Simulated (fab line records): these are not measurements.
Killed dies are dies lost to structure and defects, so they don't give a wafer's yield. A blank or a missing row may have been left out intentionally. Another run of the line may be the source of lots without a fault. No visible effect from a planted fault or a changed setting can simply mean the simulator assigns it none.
One fault through the eyes of 2 desks || flow sky130 || numbers are kept per desk, each desk with only its own; the story behind them comes last

## THE METROLOGY DESK
Lot by lot, what the gauges showed, no matter which tool ran the lot: averages of those sampled wafers that carry a number. Marked OUT: a lot whose mean sits more than 4 standard deviations from the usual mean, which makes it out of limits; the brackets give that distance.
Columns: A = LOCAL_INTERCONNECT_OVL at SKY_LOCAL_INTERCONNECT_OVL_MEAS_12, usual -3 nm; B = CAPM_CVD_00_THK at SKY_CAPM_THK_MEAS_01, usual 15.53 nm
{"lot": "L435", "first seen here": "day 30 14:16", "A": 1, "B": 15.39}
{"lot": "L436", "first seen here": "day 30 19:46", "A": 1, "B": 15.60}
{"lot": "L437", "first seen here": "day 31 08:04", "A": -10, "B": 15.58}
{"lot": "L444", "first seen here": "day 33 14:28", "A": -6, "B": 16.19}
{"lot": "L445", "first seen here": "day 33 20:11", "A": -4, "B": 16.37}
{"lot": "L447", "first seen here": "day 34 10:23", "A": 3, "B": 15.38}
{"lot": "L449", "first seen here": "day 35 05:00", "A": 1, "B": 15.39}
{"lot": "L450", "first seen here": "day 35 14:25", "A": -4, "B": 15.58}
{"lot": "L453", "first seen here": "day 36 11:59", "A": 1, "B": 15.46}
{"lot": "L454", "first seen here": "day 36 12:50", "A": 3, "B": 15.56}
{"lot": "L455", "first seen here": "day 36 19:09", "A": -6, "B": 15.46}
{"lot": "L456", "first seen here": "day 37 03:52", "A": 0, "B": 15.41}
{"lot": "L457", "first seen here": "day 37 12:05", "A": -3, "B": 15.33}
{"lot": "L458", "first seen here": "day 37 21:45", "A": 4, "B": 15.22}
This desk found nothing out of limits on any of the 14 lots.

## DESK OF THE TOOL OWNER: pecvd-02
The tool's own readings at SKY_CAPM_CVD_00 (deposits SiO2, target thk 15.5 nm): means of the sampled wafers that have a number, for each lot that ran on this tool. Marked OUT: a lot whose mean sits more than 4 standard deviations from the usual mean, which makes it out of limits; the brackets give that distance.
Columns: A = heater power w at SKY_CAPM_CVD_00, usual 726 W; B = rf fwd power W at SKY_CAPM_CVD_00, usual 441.3 W
{"lot": "L436", "first seen here": "day 36 16:48", "A": 733, "B": 439.1}
{"lot": "L437", "first seen here": "day 37 07:09", "A": 727, "B": 439.1}
{"lot": "L444", "first seen here": "day 39 08:29", "A": 724, "B": "510.8 (+25) OUT"}
{"lot": "L445", "first seen here": "day 39 14:00", "A": 749, "B": "510.4 (+25) OUT"}
This desk finds L444, L445 out of limits, L444 being first, at day 39 08:29 (rf fwd power W at SKY_CAPM_CVD_00). L436, L437: within limits.

## ALL TOGETHER
The tool owner's desk could have raised an alarm at day 39 08:29, on L444, L445.
Metrology desk: nothing out of limits seen.
The metrology desk holds a record of L444, L445, inside its limits.
All the named lots went through SKY_CAPM_CVD_00 on pecvd-02.

## WHAT WAS PUT IN BY THE SIMULATOR
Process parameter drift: pecvd-02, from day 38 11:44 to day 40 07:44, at SKY_CAPM_CVD_00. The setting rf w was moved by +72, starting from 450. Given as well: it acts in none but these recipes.
Lots struck among those shown: L444, L445.
Hours from the fault's start to each desk's first reading out of limits: the tool owner's desk, 21.
